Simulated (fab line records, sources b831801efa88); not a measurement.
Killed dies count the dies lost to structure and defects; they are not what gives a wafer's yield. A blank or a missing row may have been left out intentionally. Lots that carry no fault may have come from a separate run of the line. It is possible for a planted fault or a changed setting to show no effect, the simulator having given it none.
The tool behind it: which one? :: flow gf180mcu :: 24 lots with 72 wafers sampled at 4 steps, on a route of 602 steps

## WHAT EACH GAUGE READ, for each wafer
GF_M2_OVL_MEAS_15. Usual: M2_OVL gives -2 nm (standard deviation 6.2).
lot: L074
measured: day 19 09:13
on: overlay-02
M2_OVL (nm): -9 -2 -3
flag: 

lot: L075
measured: day 19 17:46
on: overlay-01
M2_OVL (nm): 1 3 6
flag: 

lot: L076
measured: day 19 22:07
on: overlay-01
M2_OVL (nm): 6 0 -1
flag: 

lot: L077
measured: day 20 06:40
on: overlay-01
M2_OVL (nm): 2 0 10
flag: 

lot: L078
measured: day 20 19:52
on: overlay-01
M2_OVL (nm): -20 -6 -6
flag: 

lot: L079
measured: day 21 00:52
on: overlay-02
M2_OVL (nm): 8 -1 5
flag: 

lot: L080
measured: day 21 09:24
on: overlay-01
M2_OVL (nm): -3 -7 -5
flag: 

lot: L081
measured: day 21 23:27
on: overlay-01
M2_OVL (nm): 4 -2 3
flag: 

lot: L082
measured: day 22 07:55
on: overlay-01
M2_OVL (nm): -4 6 -2
flag: 

lot: L083
measured: day 22 13:04
on: overlay-01
M2_OVL (nm): 2 2 2
flag: 

lot: L084
measured: day 23 05:25
on: overlay-01
M2_OVL (nm): -5 -2 -4
flag: 

lot: L085
measured: day 23 12:19
on: overlay-02
M2_OVL (nm): -9 -6 9
flag: 

lot: L086
measured: day 23 19:53
on: overlay-01
M2_OVL (nm): -1 7 1
flag: 

lot: L087
measured: day 24 02:00
on: overlay-01
M2_OVL (nm): 0 -1 -2
flag: 

lot: L088
measured: day 24 12:03
on: overlay-01
M2_OVL (nm): -1 -2 -3
flag: 

lot: L089
measured: day 24 19:34
on: overlay-01
M2_OVL (nm): 7 3 12
flag: 

lot: L090
measured: day 24 23:41
on: overlay-02
M2_OVL (nm): -1 -3 -6
flag: 

lot: L091
measured: day 25 08:38
on: overlay-01
M2_OVL (nm): 10 -2 10
flag: 

lot: L092
measured: day 25 16:45
on: overlay-02
M2_OVL (nm): 1 -7 -8
flag: 

lot: L093
measured: day 25 22:29
on: overlay-01
M2_OVL (nm): -11 -8 -3
flag: 

lot: L094
measured: day 26 11:14
on: overlay-01
M2_OVL (nm): -6 -6 0
flag: 

lot: L095
measured: day 26 16:52
on: overlay-02
M2_OVL (nm): -4 1 -4
flag: 

lot: L096
measured: day 27 05:12
on: overlay-02
M2_OVL (nm): -2 1 -2
flag: 

lot: L097
measured: day 27 12:08
on: overlay-01
M2_OVL (nm): -22 -14 -6
flag: 

GF_V2_OVL_MEAS_15. Usual: V2_OVL gives 6 nm (standard deviation 5.5).
lot: L074
measured: day 20 10:45
on: overlay-01
V2_OVL (nm): 5 1 -1
flag: 

lot: L075
measured: day 20 19:02
on: overlay-02
V2_OVL (nm): 4 3 1
flag: 

lot: L076
measured: day 20 23:56
on: overlay-01
V2_OVL (nm): 1 4 0
flag: 

lot: L077
measured: day 21 08:37
on: overlay-02
V2_OVL (nm): 6 2 8
flag: 

lot: L078
measured: day 21 20:50
on: overlay-02
V2_OVL (nm): 11 2 2
flag: 

lot: L079
measured: day 22 02:27
on: overlay-01
V2_OVL (nm): 2 -4 0
flag: 

lot: L080
measured: day 22 10:27
on: overlay-02
V2_OVL (nm): 7 3 -1
flag: 

lot: L081
measured: day 23 00:24
on: overlay-02
V2_OVL (nm): 10 3 10
flag: 

lot: L082
measured: day 23 08:25
on: overlay-02
V2_OVL (nm): 9 -2 9
flag: 

lot: L083
measured: day 23 13:13
on: overlay-01
V2_OVL (nm): -2 4 -5
flag: 

lot: L084
measured: day 24 05:49
on: overlay-02
V2_OVL (nm): 13 8 9
flag: 

lot: L085
measured: day 24 11:47
on: overlay-01
V2_OVL (nm): 8 12 26
flag: 

lot: L086
measured: day 24 19:47
on: overlay-02
V2_OVL (nm): 2 1 9
flag: 

lot: L087
measured: day 25 02:13
on: overlay-01
V2_OVL (nm): 0 4 2
flag: 

lot: L088
measured: day 25 11:17
on: overlay-01
V2_OVL (nm): 7 10 8
flag: 

lot: L089
measured: day 25 18:25
on: overlay-01
V2_OVL (nm): 9 8 7
flag: 

lot: L090
measured: day 25 22:43
on: overlay-02
V2_OVL (nm): 16 6 8
flag: 

lot: L091
measured: day 26 07:22
on: overlay-02
V2_OVL (nm): 2 5 9
flag: 

lot: L092
measured: day 26 15:39
on: overlay-01
V2_OVL (nm): 4 2 13
flag: 

lot: L093
measured: day 26 20:58
on: overlay-01
V2_OVL (nm): 6 -5 4
flag: 

lot: L094
measured: day 27 09:17
on: overlay-02
V2_OVL (nm): 13 12 16
flag: 

lot: L095
measured: day 27 14:00
on: overlay-02
V2_OVL (nm): 18 2 7
flag: 

lot: L096
measured: day 28 02:15
on: overlay-01
V2_OVL (nm): 4 13 7
flag: 

lot: L097
measured: day 28 09:26
on: overlay-01
V2_OVL (nm): 11 13 7
flag: 

GF_M3_OVL_MEAS_15. Usual: M3_OVL gives -1 nm (standard deviation 4.9).
lot: L074
measured: day 21 12:44
on: overlay-01
M3_OVL (nm): -5 2 3
flag: 

lot: L075
measured: day 21 20:22
on: overlay-01
M3_OVL (nm): 3 -1 -2
flag: 

lot: L076
measured: day 22 01:28
on: overlay-02
M3_OVL (nm): 0 2 1
flag: 

lot: L077
measured: day 22 09:47
on: overlay-02
M3_OVL (nm): -2 -3 4
flag: 

lot: L078
measured: day 22 21:49
on: overlay-02
M3_OVL (nm): 2 4 3
flag: 

lot: L079
measured: day 23 03:05
on: overlay-01
M3_OVL (nm): 1 -8 -9
flag: 

lot: L080
measured: day 23 10:52
on: overlay-01
M3_OVL (nm): 6 9 2
flag: 

lot: L081
measured: day 24 00:34
on: overlay-02
M3_OVL (nm): 8 10 6
flag: 

lot: L082
measured: day 24 07:56
on: overlay-02
M3_OVL (nm): -5 -4 -5
flag: 

lot: L083
measured: day 24 13:34
on: overlay-01
M3_OVL (nm): 2 0 -2
flag: 

lot: L084
measured: day 25 06:03
on: overlay-01
M3_OVL (nm): -7 3 -12
flag: 

lot: L085
measured: day 25 11:37
on: overlay-01
M3_OVL (nm): -7 -3 3
flag: 

lot: L086
measured: day 25 19:19
on: overlay-02
M3_OVL (nm): -11 3 -6
flag: 

lot: L087
measured: day 26 01:20
on: overlay-02
M3_OVL (nm): -4 -12 -5
flag: 

lot: L088
measured: day 26 10:08
on: overlay-02
M3_OVL (nm): -7 -1 -13
flag: 

lot: L089
measured: day 26 16:53
on: overlay-01
M3_OVL (nm): -7 1 1
flag: 

lot: L090
measured: day 26 21:47
on: overlay-02
M3_OVL (nm): 0 0 3
flag: 

lot: L091
measured: day 27 06:29
on: overlay-02
M3_OVL (nm): -1 2 3
flag: 

lot: L092
measured: day 27 13:36
on: overlay-01
M3_OVL (nm): 0 -3 7
flag: 

lot: L093
measured: day 27 18:59
on: overlay-02
M3_OVL (nm): -2 -7 -12
flag: 

lot: L094
measured: day 28 07:28
on: overlay-01
M3_OVL (nm): -5 3 -1
flag: 

lot: L095
measured: day 28 11:03
on: overlay-02
M3_OVL (nm): -2 1 0
flag: 

lot: L096
measured: day 28 22:37
on: overlay-01
M3_OVL (nm): -6 -3 -3
flag: 

lot: L097
measured: day 29 06:04
on: overlay-02
M3_OVL (nm): -8 -3 -9
flag: 

GF_V3_OVL_MEAS_15. Usual: V3_OVL gives -2 nm (standard deviation 5.8).
lot: L074
measured: day 22 14:04
on: overlay-01
V3_OVL (nm): -3 7 8
flag: 

lot: L075
measured: day 22 20:59
on: overlay-01
V3_OVL (nm): -11 -5 -9
flag: 

lot: L076
measured: day 23 02:15
on: overlay-02
V3_OVL (nm): -7 1 0
flag: 

lot: L077
measured: day 23 09:55
on: overlay-01
V3_OVL (nm): 9 -5 -1
flag: 

lot: L078
measured: day 23 21:35
on: overlay-01
V3_OVL (nm): 1 0 -1
flag: 

lot: L079
measured: day 24 03:31
on: overlay-01
V3_OVL (nm): -5 -7 -5
flag: 

lot: L080
measured: day 24 10:42
on: overlay-02
V3_OVL (nm): -3 -9 -5
flag: 

lot: L081
measured: day 25 00:27
on: overlay-02
V3_OVL (nm): -15 -14 -1
flag: 

lot: L082
measured: day 25 06:34
on: overlay-01
V3_OVL (nm): -1 -2 -1
flag: 

lot: L083
measured: day 25 12:55
on: overlay-01
V3_OVL (nm): 3 -1 3
flag: 

lot: L084
measured: day 26 05:10
on: overlay-02
V3_OVL (nm): -9 -4 -12
flag: 

lot: L085
measured: day 26 10:16
on: overlay-01
V3_OVL (nm): -5 1 -5
flag: 

lot: L086
measured: day 26 17:38
on: overlay-02
V3_OVL (nm): 6 6 4
flag: 

lot: L087
measured: day 26 23:18
on: overlay-02
V3_OVL (nm): 3 -5 -3
flag: 

lot: L088
measured: day 27 07:53
on: overlay-01
V3_OVL (nm): 7 -5 -1
flag: 

lot: L089
measured: day 27 14:31
on: overlay-02
V3_OVL (nm): -3 9 -10
flag: 

lot: L090
measured: day 27 19:10
on: overlay-01
V3_OVL (nm): -6 -5 -5
flag: 

lot: L091
measured: day 28 03:53
on: overlay-02
V3_OVL (nm): 0 0 -5
flag: 

lot: L092
measured: day 28 10:11
on: overlay-02
V3_OVL (nm): -3 -4 7
flag: 

lot: L093
measured: day 28 14:59
on: overlay-01
V3_OVL (nm): 1 -3 -5
flag: 

lot: L094
measured: day 29 03:43
on: overlay-02
V3_OVL (nm): 0 -12 -1
flag: 

lot: L095
measured: day 29 07:58
on: overlay-02
V3_OVL (nm): -8 10 1
flag: 

lot: L096
measured: day 29 18:56
on: overlay-02
V3_OVL (nm): -6 -3 -3
flag: 

lot: L097
measured: day 30 01:49
on: overlay-02
V3_OVL (nm): -4 -1 -1
flag: 

## EACH LOT AND THE TOOL THAT RAN IT (in order: tool; ch and the chambers of the sampled wafers; start)
Record: no process step prior to these readings.

## AS READ BY THE TOOLS THEMSELVES (means over the sampled wafers that have a number; for cases with no such wafer, the mark the record gives instead)
The record holds no such reading with a usual standard deviation.

## THE ANSWER, worked out from the rows above alone
Rule: lot off if the mean of its wafers having a number is beyond 3 standard deviations from the usual mean. A lot without any number at a reading at which 4 lots or more have one is off too. Any other lot the step has rows for is counted as sound. First the gauges in route order, then the tools' own readings, where a lot's mean is used as printed above. At the first step where some lot is off, the reading lying furthest off is the one used; lots without a number count as furthest.
Nothing can be told from this: no lot is off at any reading shown.

## WHAT THE SIMULATOR HAD PUT IN
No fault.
